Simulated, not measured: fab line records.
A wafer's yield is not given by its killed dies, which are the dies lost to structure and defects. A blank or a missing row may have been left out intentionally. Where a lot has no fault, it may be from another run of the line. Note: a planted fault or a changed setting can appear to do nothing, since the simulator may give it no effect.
Which tool was responsible? + flow sky130 + 11 lots with 33 wafers sampled at 2 steps, on a route of 708 steps

## WHAT EACH GAUGE READ, for each wafer
SKY_VIA3_BOW_MEAS_03. Usual: VIA3_BOW gives 80 um (standard deviation 8).
| lot  | measured     | on            | VIA3_BOW (um) | flag |
|------|--------------|---------------|---------------|------|
| L790 | day 38 12:18 | film-metro-03 | 82 72 79      |      |
| L791 | day 39 01:52 | film-metro-04 | 70 67 68      |      |
| L793 | day 39 14:36 | film-metro-01 | 68 76 75      |      |
| L795 | day 40 09:16 | film-metro-03 | 77 76 84      |      |
| L796 | day 40 17:18 | film-metro-04 | 80 81 73      |      |
| L797 | day 41 00:34 | film-metro-04 | 100 78 78     |      |
| L802 | day 42 08:09 | film-metro-03 | 82 99 89      |      |
| L803 | day 42 13:16 | film-metro-03 | 79 71 74      |      |
| L811 | day 44 17:53 | film-metro-01 | 77 82 66      |      |
| L812 | day 45 06:12 | film-metro-04 | 81 84 92      |      |
| L813 | day 45 09:38 | film-metro-03 | 90 80 85      |      |

## EACH LOT AND THE TOOL THAT RAN IT (in order: tool; ch and the chambers of the sampled wafers; start)
| lot  | SKY_VIA3_CMP_02               |
|------|-------------------------------|
| L790 | cmp-02 ch 2,3, day 38 12:00   |
| L791 | cmp-01 ch 0,1,2, day 39 01:35 |
| L793 | cmp-02 ch 0,1,2, day 39 14:22 |
| L795 | cmp-02 ch 0,2,3, day 40 09:04 |
| L796 | cmp-02 ch 0,2,3, day 40 17:00 |
| L797 | cmp-01 ch 0,2,3, day 41 00:16 |
| L802 | cmp-01 ch 0,1,2, day 42 07:49 |
| L803 | cmp-01 ch 1,2, day 42 12:57   |
| L811 | cmp-02 ch 2,3, day 44 17:35   |
| L812 | cmp-02 ch 0,1,3, day 45 05:57 |
| L813 | cmp-02 ch 0,1,3, day 45 09:22 |
- SKY_VIA3_CMP_02: polishes SiO2.

## WHAT THE TOOLS THEMSELVES READ (means of the sampled wafers that have a number; where no wafer has one, the mark that the record gives instead)
SKY_VIA3_CMP_02. Usual: motor-current-A 11.7 A, standard deviation 1.2; slurry-flow-ml-min 150.0, standard deviation 0.44.
| lot  | tool   | motor-current-A (A) | slurry-flow-ml-min | flag |
|------|--------|---------------------|--------------------|------|
| L790 | cmp-02 | 12.7                | 150.4              |      |
| L791 | cmp-01 | 12.0                | 150.1              |      |
| L793 | cmp-02 | 11.3                | 150.3              |      |
| L795 | cmp-02 | 11.6                | 149.9              |      |
| L796 | cmp-02 | 11.9                | 150.3              |      |
| L797 | cmp-01 | 10.9                | 150.0              |      |
| L802 | cmp-01 | 11.9                | 149.9              |      |
| L803 | cmp-01 | 12.4                | 149.9              |      |
| L811 | cmp-02 | 13.0                | 150.4              |      |
| L812 | cmp-02 | 11.4                | 149.6              |      |
| L813 | cmp-02 | 11.4                | 150.0              |      |

## THE ANSWER, worked out from the rows above alone
Rule: a lot is off if the mean of its wafers that have a number lies more than 3 standard deviations from the usual mean. A lot without any number at a reading at which 4 lots or more have one is off too. The other lots that the step has rows for count as sound. After the gauges, taken in route order, come the tools' own readings; for these a lot's mean is taken, as printed above. At the first step where some lot is off, the reading lying furthest off is the one used; lots without a number count as furthest.
Nothing can be told from this: no lot is off at any reading shown.

## WHAT WAS PUT IN BY THE SIMULATOR
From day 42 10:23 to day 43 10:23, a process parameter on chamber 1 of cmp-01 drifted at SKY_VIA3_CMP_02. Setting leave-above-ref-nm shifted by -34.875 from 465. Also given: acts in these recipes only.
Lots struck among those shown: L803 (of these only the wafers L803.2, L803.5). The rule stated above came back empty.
